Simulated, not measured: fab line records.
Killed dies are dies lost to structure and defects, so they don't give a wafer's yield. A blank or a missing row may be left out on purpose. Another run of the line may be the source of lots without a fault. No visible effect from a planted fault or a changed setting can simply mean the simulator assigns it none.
Chamber matching / flow sky130 / SKY_CONTACT_ETCH_16 on rie diel-04 has 4 sister chambers
The step etches BARC in N2/H2, stops on SiO2, time 45.9 s, target depth 60 nm. 22 wafers are shown with their chamber, then 11 later ones without.

## WAFERS PAIRED WITH THEIR CHAMBERS
wafer=L074.2; chamber=0; rf fwd power W (W)=492.2; oes product au (a.u.)=0.853; throttle valve pct (%)=13.223
wafer=L074.3; chamber=3; rf fwd power W (W)=493.8; oes product au (a.u.)=0.851; throttle valve pct (%)=13.203
wafer=L074.4; chamber=2; rf fwd power W (W)=491.1; oes product au (a.u.)=0.863; throttle valve pct (%)=13.229
wafer=L075.1; chamber=2; rf fwd power W (W)=494.4; oes product au (a.u.)=0.853; throttle valve pct (%)=13.219
wafer=L075.3; chamber=0; rf fwd power W (W)=492.6; oes product au (a.u.)=0.859; throttle valve pct (%)=13.217
wafer=L075.5; chamber=3; rf fwd power W (W)=495.3; oes product au (a.u.)=0.851; throttle valve pct (%)=13.225
wafer=L077.2; chamber=2; rf fwd power W (W)=491.9; oes product au (a.u.)=0.856; throttle valve pct (%)=13.213
wafer=L077.3; chamber=1; rf fwd power W (W)=495.1; oes product au (a.u.)=0.858; throttle valve pct (%)=13.229
wafer=L077.4; chamber=0; rf fwd power W (W)=493.5; oes product au (a.u.)=0.853; throttle valve pct (%)=13.219
wafer=L078.2; chamber=2; rf fwd power W (W)=493.5; oes product au (a.u.)=0.853; throttle valve pct (%)=13.207
wafer=L078.3; chamber=3; rf fwd power W (W)=495.2; oes product au (a.u.)=0.853; throttle valve pct (%)=13.218
wafer=L078.5; chamber=2; rf fwd power W (W)=495.0; oes product au (a.u.)=0.862; throttle valve pct (%)=13.240
wafer=L080.1; chamber=2; rf fwd power W (W)=492.3; oes product au (a.u.)=0.862; throttle valve pct (%)=13.241
wafer=L080.3; chamber=1; rf fwd power W (W)=495.7; oes product au (a.u.)=0.856; throttle valve pct (%)=13.223
wafer=L080.4; chamber=0; rf fwd power W (W)=492.6; oes product au (a.u.)=0.853; throttle valve pct (%)=13.224
wafer=L081.1; chamber=0; rf fwd power W (W)=490.3; oes product au (a.u.)=0.858; throttle valve pct (%)=13.237
wafer=L081.3; chamber=1; rf fwd power W (W)=492.4; oes product au (a.u.)=0.857; throttle valve pct (%)=13.222
wafer=L081.4; chamber=2; rf fwd power W (W)=494.9; oes product au (a.u.)=0.853; throttle valve pct (%)=13.214
wafer=L082.4; chamber=2; rf fwd power W (W)=494.4; oes product au (a.u.)=0.857; throttle valve pct (%)=13.223
wafer=L082.5; chamber=1; rf fwd power W (W)=495.4; oes product au (a.u.)=0.862; throttle valve pct (%)=13.234
wafer=L082.6; chamber=0; rf fwd power W (W)=491.1; oes product au (a.u.)=0.866; throttle valve pct (%)=13.223
wafer=L087.4; chamber=0; rf fwd power W (W)=492.3; oes product au (a.u.)=0.853; throttle valve pct (%)=13.217

SIGNATURES (averages over the wafers above)
reading=rf fwd power W; chamber 0=492.086; chamber 1=494.650; chamber 2=493.438; chamber 3=494.767; scatter within a chamber=1.3
reading=oes product au; chamber 0=0.85643; chamber 1=0.85825; chamber 2=0.85737; chamber 3=0.85167; scatter within a chamber=0.00412
reading=throttle valve pct; chamber 0=13.22286; chamber 1=13.22700; chamber 2=13.22325; chamber 3=13.21533; scatter within a chamber=0.00981
Rule: for each reading, subtract the chamber's mean from the wafer's reading, divide by that reading's scatter and square the result; add these up over the readings and take the root, which gives the wafer's distance from the chamber. The wafer belongs to the nearest chamber; if the next one is less than 2 further off, it can't be placed. The scatter is the square root of a quotient: the sum, over the shown wafers, of each reading's squared deviation from its chamber's mean, divided by wafers minus chambers.

## WAFERS MISSING THEIR CHAMBER
wafer=L087.5; rf fwd power W (W)=495.6; oes product au (a.u.)=0.855; throttle valve pct (%)=13.233
wafer=L087.6; rf fwd power W (W)=490.7; oes product au (a.u.)=0.857; throttle valve pct (%)=13.231
wafer=L090.2; rf fwd power W (W)=494.0; oes product au (a.u.)=0.864; throttle valve pct (%)=13.240
wafer=L090.3; rf fwd power W (W)=492.6; oes product au (a.u.)=0.844; throttle valve pct (%)=13.213
wafer=L090.5; rf fwd power W (W)=493.8; oes product au (a.u.)=0.858; throttle valve pct (%)=13.237
wafer=L094.2; rf fwd power W (W)=496.7; oes product au (a.u.)=0.861; throttle valve pct (%)=13.218
wafer=L094.3; rf fwd power W (W)=496.3; oes product au (a.u.)=0.858; throttle valve pct (%)=13.230
wafer=L094.4; rf fwd power W (W)=493.6; oes product au (a.u.)=0.853; throttle valve pct (%)=13.228
wafer=L097.1; rf fwd power W (W)=499.1; oes product au (a.u.)=0.841; throttle valve pct (%)=13.226
wafer=L097.3; rf fwd power W (W)=490.7; oes product au (a.u.)=0.852; throttle valve pct (%)=13.216
wafer=L097.6; rf fwd power W (W)=491.3; oes product au (a.u.)=0.858; throttle valve pct (%)=13.229

## WHICH CHAMBER EACH ONE RAN IN
wafer=L087.5; from the rows above=can't be placed: 1 or 2 or 3 or 0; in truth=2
wafer=L087.6; from the rows above=can't be placed: 0 or 2 or 1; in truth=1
wafer=L090.2; from the rows above=can't be placed: 1 or 2 or 0 or 3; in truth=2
wafer=L090.3; from the rows above=can't be placed: 3 or 0 or 2 or 1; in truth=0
wafer=L090.5; from the rows above=can't be placed: 1 or 2 or 0 or 3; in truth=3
wafer=L094.2; from the rows above=can't be placed: 1 or 2 or 3 or 0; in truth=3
wafer=L094.3; from the rows above=can't be placed: 1 or 2 or 3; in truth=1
wafer=L094.4; from the rows above=can't be placed: 2 or 1 or 0 or 3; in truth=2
wafer=L097.1; from the rows above=can't be placed: 3 or 1 or 2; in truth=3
wafer=L097.3; from the rows above=can't be placed: 0 or 2 or 3 or 1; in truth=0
wafer=L097.6; from the rows above=can't be placed: 0 or 2 or 1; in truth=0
Correct placement for 0 of the 11. These rows do not allow placing 11 (true chamber among the candidates in 11). Placed wrongly: 0.
